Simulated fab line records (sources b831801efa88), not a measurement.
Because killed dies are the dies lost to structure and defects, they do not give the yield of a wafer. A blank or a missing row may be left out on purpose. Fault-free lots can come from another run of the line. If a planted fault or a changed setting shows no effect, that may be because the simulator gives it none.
8D (eight disciplines) problem report, filled in by code ; flow gf180mcu ; the parts of the form that need people (team, actions taken, sign-off) are left out

== 1. THE PROBLEM ==
GF_M1_METAL_ETCH_16, oesProductAu: mean 0.851 a.u. over 1 wafer from 1 lot; wafers with no fault: 0.973 a.u., standard deviation 0.0064. That is -19 standard deviations from the usual mean.
The step: etches the open film in Cl2/BCl3, stops on SiO2, target depth 627.5 nm, time 104.6 s.
First seen on wafer L577.1, day 22 05:14, on rieMetal-04. The record has a number at this step for 39 wafers belonging to 13 lots. The rule behind "out" and "out of limits": a value lying over 4 standard deviations away from the usual mean. The other wafers with a number count as sound.

== 2. WHAT THIS IS AND IS NOT ==
question;is;is not
which readings at this step;oesProductAu, throttleValvePct;drypumpMotorCurrentA
which lots;L577;L564, L565, L566, L569, L570, L571, L572, L576, L578, L584, L585, L586
which wafers of those lots;L577.1;L577.2, L577.6
read on which tools;rieMetal-04;rieMetal-02, rieMetal-03
when;from day 22 05:14;"up to then (26 sound wafers); but 12 sound wafers of L578, L584, L585, L586 came after"

== 3. SUSPECTS, AND WHAT RULES EACH OUT ==
Counting: a tool at a process step up to the reading stays a suspect if it ran every lot that is out. Sound lots after the first of them don't rule it out here, since some wafers of a struck lot are sound.
- rieMetal-04 at GF_M1_METAL_ETCH_16 (etches the open film in Cl2/BCl3, stops on SiO2, target depth 627.5 nm, time 104.6 s): kept. The lot that is out, L577, ran on it at day 22 05:14; the last sound lot it ran before that was L572, at day 20 11:12. Its own readings are out on those wafers: oesProductAu, throttleValvePct.
- The sound lot-mates ran in chamber 0 of rieMetal-04 at GF_M1_METAL_ETCH_16, but the wafers that are out ran in chamber 1.
Left after counting: rieMetal-04 at GF_M1_METAL_ETCH_16.

== 4. THE CAUSE (what the simulator had put in) ==
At GF_M1_METAL_ETCH_16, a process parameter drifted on rieMetal-04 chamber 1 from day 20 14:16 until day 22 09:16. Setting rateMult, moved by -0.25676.
Counting left only this tool.

== 5. SEQUENCE OF EFFECTS, ordered by route ==
Each row: a reading where the mean over the struck wafers with a number is more than 3 standard deviations away from the usual. Only readings for which the record gives a usual standard deviation are gone through. hours: the time from each lot's start at the first step in this table that gives one to its start at this step, as a median over the lots. sigmas: the change in usual standard deviations.
hours;step;reading;usual;on struck wafers;change;sigmas
0;GF_M1_METAL_ETCH_16;oesProductAu;0.973 a.u.;0.851;-0.122;-19
0;GF_M1_METAL_ETCH_16;throttleValvePct;28.248 %;28.385;+0.137;+14
0;GF_M1_STRIP_17;oesProductAu;0.557 a.u.;0.583;+0.026;+5.2
0;GF_M1_STRIP_17;stripTimeToEndpointS;7.85 s;8.47;+0.62;+16
Here are the process steps it includes:
- GF_M1_METAL_ETCH_16: etches the open film in Cl2/BCl3, stops on SiO2, target depth 627.5 nm, time 104.6 s.
- GF_M1_STRIP_17: strips in O2/N2.

== 6. HOW IT WOULD HAVE BEEN CAUGHT EARLIER ==
In this record no reading fell out of limits until day 22 05:14, 39 hours after the fault had begun at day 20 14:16.
